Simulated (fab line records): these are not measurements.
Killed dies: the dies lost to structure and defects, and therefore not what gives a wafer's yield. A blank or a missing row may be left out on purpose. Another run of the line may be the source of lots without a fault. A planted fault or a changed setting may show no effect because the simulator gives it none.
fab line records    flow sky130
[record] lots = 13  wafers = 39  last_day = 50
route steps=708 shown VT_ADJUST_HVTR@138 SONOS_TUNNEL@166 SONOS_ONO@178 GATE_OXIDE@197 PAD_OPEN@708
lots that met no fault: from a run of the same line without faults
start_h: hours from the record's opening day to when the first of the lot's shown wafers began    wait_h: time in hours since the lot's previous step    " same as the row above    L1.1+2: a row that stands for several wafers    - value missing, or start not given    * or withheld: withheld    < > ~ a bound
route shown NAME@n: a module of which the file shows steps, and the number in the route of the first    usual: mean/standard deviation of fault-free wafers    same: alike in all rows    chamber/n: place in a boat    sites: each site's reading    _std_site: how widely they spread, as a standard deviation    _edge_site: outer sites' mean less inner sites'    radius_mm: how far each site lies from the wafer's centre    mask NAME#n: copy n    behind: the last tool/chamber to shape the wafer    hold: why the lot went on hold/how many hours it stayed there/how the hold came to an end    device: whichever transistor did not switch (one of n, p or np)    end of line: at the end of the route, the tests of the same wafers    a step given without rows: its recipe and nothing more    killed: count of dies lost to structure and defects at first sort (not the wafer's yield)    map: per-die view of a wafer (x killed, . not killed, _ where there is no die)
set.NAME: the setting as run; set.NAME@STEP: as run at that earlier step    model.NAME: the simulator's own value behind a step, which no gauge read
the route's steps for a sample of lots (tables are steps, rows are wafers)
services: from which hour (start_h, from the record's first day; less than 0 if before it) a tool's chamber was out of use, for how many hours, and why
[[steps]]
[step SKY_VT_ADJUST_HVTR_CD_MEAS_07]
[recipe] target_cd_nm = 380
[usual] cd_nm = 379.6/2.2
lot.wafer  tool       chamber  start_h  wait_h  cd_nm
L480.2     cd_sem-02  -        204.55   0.1     381.5
L480.4     "          -        "        "       384.1
L480.5     "          -        "        "       382.7
L483.1     cd_sem-02  -        226.08   0.1     381.9
L483.3     "          -        "        "       381.0
L483.4     "          -        "        "       383.1
L484.1     cd_sem-02  -        234.80   0.1     375.6
L484.3     "          -        "        "       378.9
L484.6     "          -        "        "       377.7
L485.1     cd_sem-01  -        238.68   0.1     380.9
L485.3     "          -        "        "       379.7
L485.6     "          -        "        "       381.7
L486.1     cd_sem-02  -        249.79   0.1     376.3
L486.3     "          -        "        "       377.6
L486.5     "          -        "        "       380.2
L487.1     cd_sem-01  -        255.63   0.1     380.2
L487.5     "          -        "        "       381.8
L487.6     "          -        "        "       379.7
L488.1     cd_sem-02  -        264.18   0.1     379.0
L488.4     "          -        "        "       380.9
L488.6     "          -        "        "       381.1
L489.1     cd_sem-01  -        271.79   0.1     379.2
L489.4     "          -        "        "       378.1
L489.5     "          -        "        "       378.9
L497.2     cd_sem-01  -        333.40   0.1     379.4
L497.4     "          -        "        "       378.5
L497.6     "          -        "        "       375.8
L498.1     cd_sem-02  -        339.88   0.1     379.3
L498.4     "          -        "        "       380.5
L498.5     "          -        "        "       383.4
L500.1     cd_sem-02  -        352.08   0.1     380.2
L500.3     "          -        "        "       384.0
L500.4     "          -        "        "       380.1
L502.2     cd_sem-02  -        363.95   0.1     377.1
L502.4     "          -        "        "       375.9
L502.6     "          -        "        "       376.7
L503.1     cd_sem-01  -        382.65   0.1     378.5
L503.3     "          -        "        "       375.6
L503.4     "          -        "        "       376.6
[step SKY_SONOS_TUNNEL_TW_MEAS_12]
[usual] SONOS_TUNNEL_TW = 198.2/1.6
lot.wafer  tool           chamber  start_h  wait_h  SONOS_TUNNEL_TW
L480.2     film_metro-04  -        250.67   0.0     198.4
L480.4     "              -        "        "       201.0
L480.5     "              -        "        "       200.0
L483.1     film_metro-04  -        273.74   0.0     200.3
L483.3     "              -        "        "       200.6
L483.4     "              -        "        "       200.7
L484.1     film_metro-03  -        284.32   0.0     197.7
L484.3     "              -        "        "       199.3
L484.6     "              -        "        "       198.7
L485.1     film_metro-03  -        287.49   0.0     197.9
L485.3     "              -        "        "       198.6
L485.6     "              -        "        "       198.6
L486.1     film_metro-03  -        300.54   0.0     196.6
L486.3     "              -        "        "       197.9
L486.5     "              -        "        "       198.0
L487.1     film_metro-01  -        306.11   0.0     197.9
L487.5     "              -        "        "       197.4
L487.6     "              -        "        "       198.0
L488.1     film_metro-01  -        315.46   0.0     194.3
L488.4     "              -        "        "       194.2
L488.6     "              -        "        "       195.6
L489.1     film_metro-01  -        322.61   0.0     196.2
L489.4     "              -        "        "       195.9
L489.5     "              -        "        "       195.8
L497.2     film_metro-01  -        390.22   0.0     197.8
L497.4     "              -        "        "       197.5
L497.6     "              -        "        "       196.6
L498.1     film_metro-03  -        397.07   0.0     198.3
L498.4     "              -        "        "       198.6
L498.5     "              -        "        "       197.8
L500.1     film_metro-04  -        409.81   0.0     199.4
L500.3     "              -        "        "       199.5
L500.4     "              -        "        "       199.5
L502.2     film_metro-01  -        423.00   0.0     195.9
L502.4     "              -        "        "       196.3
L502.6     "              -        "        "       196.7
L503.1     film_metro-04  -        442.01   0.0     199.6
L503.3     "              -        "        "       199.8
L503.4     "              -        "        "       200.5
[step SKY_SONOS_ONO_EXPOSE_10]
[recipe] mask_id = ONOM  target_cd_nm = 410  na = 0.6  source_shape = conventional  sigma_outer = 0.6  dose_mj = 150
[usual] exposure_dose_mJ_cm2 = 150.01/0.17  reticle_temp_C = 23.00/0.1
lot.wafer  tool              chamber  start_h  wait_h  mask    exposure_dose_mJ_cm2  reticle_temp_C
L480.2     iline_stepper-02  0        268.68   -       ONOM#0  150.17                22.99
L480.4     "                 0        "        "       ONOM#0  149.88                23.22
L480.5     "                 0        "        "       ONOM#0  150.18                23.02
L483.1     iline_stepper-01  0        290.44   -       ONOM#0  149.48                22.94
L483.3     "                 0        "        "       ONOM#0  149.59                22.97
L483.4     "                 0        "        "       ONOM#0  149.66                22.93
L484.1     iline_stepper-01  0        301.84   -       ONOM#0  150.13                22.96
L484.3     "                 0        "        "       ONOM#0  150.00                22.75
L484.6     "                 0        "        "       ONOM#0  150.01                22.82
L485.1     iline_stepper-01  0        304.83   -       ONOM#0  149.82                22.98
L485.3     "                 0        "        "       ONOM#0  149.82                23.12
L485.6     "                 0        "        "       ONOM#0  149.84                22.86
L486.1     iline_stepper-01  0        319.24   -       ONOM#0  150.05                22.93
L486.3     "                 0        "        "       ONOM#0  150.23                22.99
L486.5     "                 0        "        "       ONOM#0  150.17                22.96
L487.1     iline_stepper-01  0        325.28   -       ONOM#0  149.92                23.04
L487.5     "                 0        "        "       ONOM#0  150.27                22.98
L487.6     "                 0        "        "       ONOM#0  149.93                22.96
L488.1     iline_stepper-01  0        335.74   -       ONOM#0  150.06                23.01
L488.4     "                 0        "        "       ONOM#0  149.91                23.19
L488.6     "                 0        "        "       ONOM#0  150.09                23.03
L489.1     iline_stepper-01  0        343.18   -       ONOM#0  149.97                22.93
L489.4     "                 0        "        "       ONOM#0  150.15                23.01
L489.5     "                 0        "        "       ONOM#0  150.14                23.18
L497.2     iline_stepper-02  0        414.28   -       ONOM#0  144.96                23.00
L497.4     "                 0        "        "       ONOM#0  145.02                22.96
L497.6     "                 0        "        "       ONOM#0  145.01                23.10
L498.1     iline_stepper-01  0        418.71   -       ONOM#0  149.99                23.06
L498.4     "                 0        "        "       ONOM#0  149.93                23.12
L498.5     "                 0        "        "       ONOM#0  150.12                23.05
L500.1     iline_stepper-01  0        430.21   -       ONOM#0  150.03                22.89
L500.3     "                 0        "        "       ONOM#0  149.95                23.03
L500.4     "                 0        "        "       ONOM#0  150.18                23.08
L502.2     iline_stepper-01  0        445.79   -       ONOM#0  150.25                23.00
L502.4     "                 0        "        "       ONOM#0  150.13                22.83
L502.6     "                 0        "        "       ONOM#0  150.30                22.95
L503.1     iline_stepper-01  0        462.53   -       ONOM#0  150.09                23.16
L503.3     "                 0        "        "       ONOM#0  150.29                23.12
L503.4     "                 0        "        "       ONOM#0  150.29                22.89
[step SKY_SONOS_ONO_CD_MEAS_13]
[recipe] target_cd_nm = 410
[usual] cd_nm = 409.6/2.4
lot.wafer  tool       chamber  start_h  wait_h  cd_nm
L480.2     cd_sem-01  -        280.75   0.1     407.4
L480.4     "          -        "        "       407.8
L480.5     "          -        "        "       408.7
L483.1     cd_sem-01  -        303.28   0.1     411.6
L483.3     "          -        "        "       411.3
L483.4     "          -        "        "       409.7
L484.1     cd_sem-01  -        314.38   0.1     411.4
L484.3     "          -        "        "       411.8
L484.6     "          -        "        "       411.3
L485.1     cd_sem-01  -        317.58   0.1     405.1
L485.3     "          -        "        "       405.2
L485.6     "          -        "        "       404.8
L486.1     cd_sem-01  -        332.59   0.1     410.6
L486.3     "          -        "        "       410.2
L486.5     "          -        "        "       408.6
L487.1     cd_sem-02  -        338.28   0.1     411.8
L487.5     "          -        "        "       409.1
L487.6     "          -        "        "       411.3
L488.1     cd_sem-01  -        348.99   0.1     407.6
L488.4     "          -        "        "       409.5
L488.6     "          -        "        "       410.0
L489.1     cd_sem-01  -        357.53   0.1     409.5
L489.4     "          -        "        "       409.0
L489.5     "          -        "        "       408.3
L497.2     cd_sem-01  -        429.31   0.1     408.3
L497.4     "          -        "        "       378.8
L497.6     "          -        "        "       400.9
L498.1     cd_sem-01  -        432.93   0.1     415.6
L498.4     "          -        "        "       413.0
L498.5     "          -        "        "       414.0
L500.1     cd_sem-01  -        444.83   0.1     410.0
L500.3     "          -        "        "       409.8
L500.4     "          -        "        "       408.3
L502.2     cd_sem-01  -        460.81   0.1     407.1
L502.4     "          -        "        "       408.5
L502.6     "          -        "        "       407.5
L503.1     cd_sem-02  -        476.98   0.1     407.3
L503.3     "          -        "        "       405.9
L503.4     "          -        "        "       403.1
[step SKY_GATE_OXIDE_OVL_MEAS_10]
[usual] GATE_OXIDE_OVL = -0.4/1.4
lot.wafer  tool        chamber  start_h  wait_h  GATE_OXIDE_OVL[nm]
L480.2     overlay-02  -        309.60   0.1     0.2
L480.4     "           -        "        "       -0.5
L480.5     "           -        "        "       -1.1
L483.1     overlay-01  -        331.38   0.1     -2.0
L483.3     "           -        "        "       -1.7
L483.4     "           -        "        "       -2.3
L484.1     overlay-02  -        342.59   0.1     -0.3
L484.3     "           -        "        "       0.3
L484.6     "           -        "        "       0.4
L485.1     overlay-01  -        346.89   0.1     -0.5
L485.3     "           -        "        "       -0.3
L485.6     "           -        "        "       0.3
L486.1     overlay-02  -        362.38   0.1     -0.8
L486.3     "           -        "        "       -1.4
L486.5     "           -        "        "       -1.3
L487.1     overlay-01  -        366.93   0.1     -0.7
L487.5     "           -        "        "       -1.3
L487.6     "           -        "        "       -0.5
L488.1     overlay-02  -        379.34   0.1     -0.7
L488.4     "           -        "        "       0.7
L488.6     "           -        "        "       -0.4
L489.1     overlay-02  -        387.74   0.1     -1.5
L489.4     "           -        "        "       -3.5
L489.5     "           -        "        "       -2.2
L497.2     overlay-02  -        462.84   0.1     -1.5
L497.4     "           -        "        "       1.1
L497.6     "           -        "        "       0.4
L498.1     overlay-01  -        467.28   0.1     -3.4
L498.4     "           -        "        "       -2.9
L498.5     "           -        "        "       -2.4
L500.1     overlay-02  -        476.49   0.1     -0.8
L500.3     "           -        "        "       -0.2
L500.4     "           -        "        "       -0.1
L502.2     overlay-02  -        496.19   0.1     0.8
L502.4     "           -        "        "       -0.1
L502.6     "           -        "        "       0.5
L503.1     overlay-01  -        512.99   0.1     -1.1
L503.3     "           -        "        "       0.4
L503.4     "           -        "        "       -0.5
[step SKY_PAD_OPEN_PROBE_99]
[usual] killed_at_M0_to_M3 = 42/7.6  killed_at_M4_up = 2.9/1.7  killed_at_contacts = 24/5.1  killed_at_front_end = 15/4  killed_at_other = 0.2/0.38  killed_dies = 84/9.9  killed_open = 46/7.2  killed_short = 38/6.6
[same] gross_dies = 492  killed_at_back_side = 0
lot.wafer  tool       chamber  start_h  wait_h  killed_at_M0_to_M3  killed_at_M4_up  killed_at_contacts  killed_at_front_end  killed_at_other  killed_dies  killed_open  killed_short
L480.2     prober-02  -        1078.04  0.1     48                  1                23                  14                   0                86           43           43
L480.4     prober-02  -        1078.14  0.2     48                  4                17                  22                   0                91           45           46
L480.5     prober-02  -        1078.19  0.2     58                  3                28                  11                   0                100          59           41
L485.1     prober-01  -        1106.79  0.1     48                  3                19                  11                   0                81           46           35
L485.3     prober-01  -        1106.89  0.2     47                  5                15                  21                   0                88           40           48
L485.6     prober-01  -        1107.04  0.2     36                  2                27                  12                   0                77           40           37
L487.1     prober-01  -        1120.30  0.1     41                  2                24                  13                   2                82           47           35
L487.5     prober-01  -        1120.50  0.2     53                  1                30                  17                   0                101          63           38
L487.6     prober-01  -        1120.55  0.2     42                  4                25                  15                   0                86           46           40
L488.1     prober-02  -        1131.06  0.1     28                  2                18                  13                   0                61           25           36
L488.4     prober-02  -        1131.21  0.2     32                  2                18                  18                   0                70           36           34
L488.6     prober-02  -        1131.31  0.2     37                  5                15                  13                   1                71           32           39
L489.1     prober-01  -        1135.82  0.1     49                  1                25                  8                    0                83           38           45
L489.4     prober-01  -        1135.97  0.2     38                  1                21                  8                    0                68           39           29
L489.5     prober-01  -        1136.02  0.2     55                  2                22                  17                   0                96           55           41
// killed by level:class
L480.2 VIA1:geometric_particle:open=10 CONTACT:geometric_particle:open=8 METAL2:geometric_particle:short=7 VIA2:geometric_particle:open=7 FIELD_ISO:geometric_particle:short=6 LI_CONTACT:geometric_particle:open=5 VIA1:geometric_particle:short=5 VIA3:geometric_particle:short=4
L480.4 VIA1:geometric_particle:open=11 CONTACT:geometric_particle:open=7 METAL2:geometric_particle:short=7 FIELD_ISO:geometric_particle:short=6 VIA2:geometric_particle:open=6 LI_CONTACT:geometric_particle:open=5 SPACER:geometric_particle:short=5 METAL1:geometric_particle:short=5
L480.5 VIA2:geometric_particle:open=12 CONTACT:geometric_particle:open=12 VIA1:geometric_particle:open=9 LI_CONTACT:geometric_particle:open=6 METAL1:geometric_particle:short=6 VIA3:geometric_particle:open=6 LOCAL_INTERCONNECT:geometric_particle:short=5 METAL3:geometric_particle:short=5
L485.1 VIA1:geometric_particle:short=9 VIA2:geometric_particle:open=8 LI_CONTACT:geometric_particle:open=8 VIA1:geometric_particle:open=8 VIA3:geometric_particle:open=7 METAL1:geometric_particle:short=6 CONTACT:geometric_particle:open=5 CONTACT:geometric_particle:short=5
L485.3 FIELD_ISO:geometric_particle:short=8 VIA3:geometric_particle:short=8 METAL1:geometric_particle:short=7 LI_CONTACT:geometric_particle:open=6 VIA1:geometric_particle:open=6 VIA2:geometric_particle:open=6 METAL2:geometric_particle:short=5 METAL4:geometric_particle:short=5
L485.6 CONTACT:geometric_particle:open=8 LI_CONTACT:geometric_particle:open=7 VIA1:geometric_particle:open=7 VIA1:geometric_particle:short=6 VIA2:geometric_particle:open=6 CONTACT:geometric_particle:short=5 VIA3:geometric_particle:open=5 POLY_GATE:geometric_particle:short=4
L487.1 VIA1:geometric_particle:open=13 LI_CONTACT:geometric_particle:open=8 CONTACT:geometric_particle:open=8 VIA2:geometric_particle:open=6 LOCAL_INTERCONNECT:geometric_particle:short=5 METAL2:geometric_particle:short=5 FIELD_ISO:geometric_particle:short=4 METAL1:geometric_particle:short=4
L487.5 CONTACT:geometric_particle:open=14 VIA1:geometric_particle:open=13 VIA2:geometric_particle:open=9 METAL2:geometric_particle:short=9 LI_CONTACT:geometric_particle:open=6 POLY_GATE:geometric_particle:open=5 METAL1:geometric_particle:open=5 FIELD_ISO:geometric_particle:open=4
L487.6 VIA1:geometric_particle:open=12 CONTACT:geometric_particle:open=7 LOCAL_INTERCONNECT:geometric_particle:short=6 VIA1:geometric_particle:short=6 LI_CONTACT:geometric_particle:open=5 POLY_GATE:geometric_particle:short=4 LI_CONTACT:geometric_particle:short=4 METAL4:geometric_particle:short=4
L488.1 CONTACT:geometric_particle:open=8 POLY_GATE:geometric_particle:short=6 VIA1:geometric_particle:open=6 METAL2:geometric_particle:short=6 LOCAL_INTERCONNECT:geometric_particle:short=5 CONTACT:geometric_particle:short=4 VIA1:geometric_particle:short=4 METAL1:geometric_particle:short=3
L488.4 VIA1:geometric_particle:short=9 VIA1:geometric_particle:open=7 FIELD_ISO:geometric_particle:open=5 LOCAL_INTERCONNECT:geometric_particle:short=5 CONTACT:geometric_particle:open=5 POLY_GATE:geometric_particle:open=4 LI_CONTACT:geometric_particle:open=4 METAL1:geometric_particle:short=4
L488.6 VIA1:geometric_particle:open=7 CONTACT:geometric_particle:open=5 POLY_GATE:geometric_particle:short=4 VIA1:geometric_particle:short=4 VIA2:geometric_particle:open=4 METAL2:geometric_particle:short=4 METAL4:geometric_particle:short=4 FIELD_ISO:geometric_particle:short=3
L489.1 VIA1:geometric_particle:open=12 CONTACT:geometric_particle:open=10 METAL1:geometric_particle:short=9 METAL2:geometric_particle:short=9 CONTACT:geometric_particle:short=7 VIA3:geometric_particle:open=5 VIA1:geometric_particle:short=4 METAL3:geometric_particle:short=4
L489.4 VIA1:geometric_particle:open=10 METAL1:geometric_particle:short=8 CONTACT:geometric_particle:open=6 VIA2:geometric_particle:open=6 LI_CONTACT:geometric_particle:open=5 METAL2:geometric_particle:short=5 LOCAL_INTERCONNECT:geometric_particle:short=4 VIA3:geometric_particle:open=4
L489.5 VIA1:geometric_particle:open=13 CONTACT:geometric_particle:open=8 VIA3:geometric_particle:open=8 METAL2:geometric_particle:short=7 POLY_GATE:geometric_particle:open=6 LI_CONTACT:geometric_particle:open=6 METAL1:geometric_particle:short=5 VIA1:geometric_particle:short=5
[[services]]
tool              chamber  start_h  hours  kind
iline_stepper-02  -        314.38   4.3    repair
iline_stepper-02  -        319.28   0.8    repair
iline_stepper-02  -        337.28   4.4    pm
iline_stepper-02  -        348.16   -      consumable_replace:lamp
iline_stepper-02  -        351.17   14.1   repair
iline_stepper-02  -        385.06   1.7    pm
iline_stepper-01  -        408.27   2.1    pm
iline_stepper-01  -        410.35   -      consumable_replace:lamp
iline_stepper-01  -        460.31   1.7    pm
[[key]]
[first_sign] step = SKY_SONOS_ONO_EXPOSE_10  reading = exposure_dose_mJ_cm2  direction = down  sigmas = 29  usual = *  struck = *
[effect] step = SKY_SONOS_ONO_CD_MEAS_13  reading = cd_nm  direction = down  sigmas = 5.7  usual = 409.6  struck = 396.0  wafers_moved = 2  through = control_loop
met_at SKY_SONOS_ONO_EXPOSE_10
struck_lots L497
tester_left_out L497
[loop_trim] step = SKY_SONOS_ONO_EXPOSE_10  setting = dose  lots = L497
not_acting_at SKY_VT_ADJUST_HVTR_CD_MEAS_07,SKY_SONOS_TUNNEL_TW_MEAS_12,SKY_GATE_OXIDE_OVL_MEAS_10
onset_between 268.68 414.28
[fault] kind = process_parameter_drift  tool = iline_stepper-02  chamber = -  onset_h = 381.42  steps = SKY_SONOS_ONO_EXPOSE_10  channel = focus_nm  offset = 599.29  spread_by_wafer = 0.3  shape = step  end_h = 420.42
// tester_left_out: of these lots the tester's yield and bins aren't shown, on N5 and GAA mostly nor the transistor test; their killed dies are dies lost to structure and defects alone, not to doping, threshold or leakage, so they don't give the yield
// loop_trim: a control loop set the setting to another value than it would have without faults
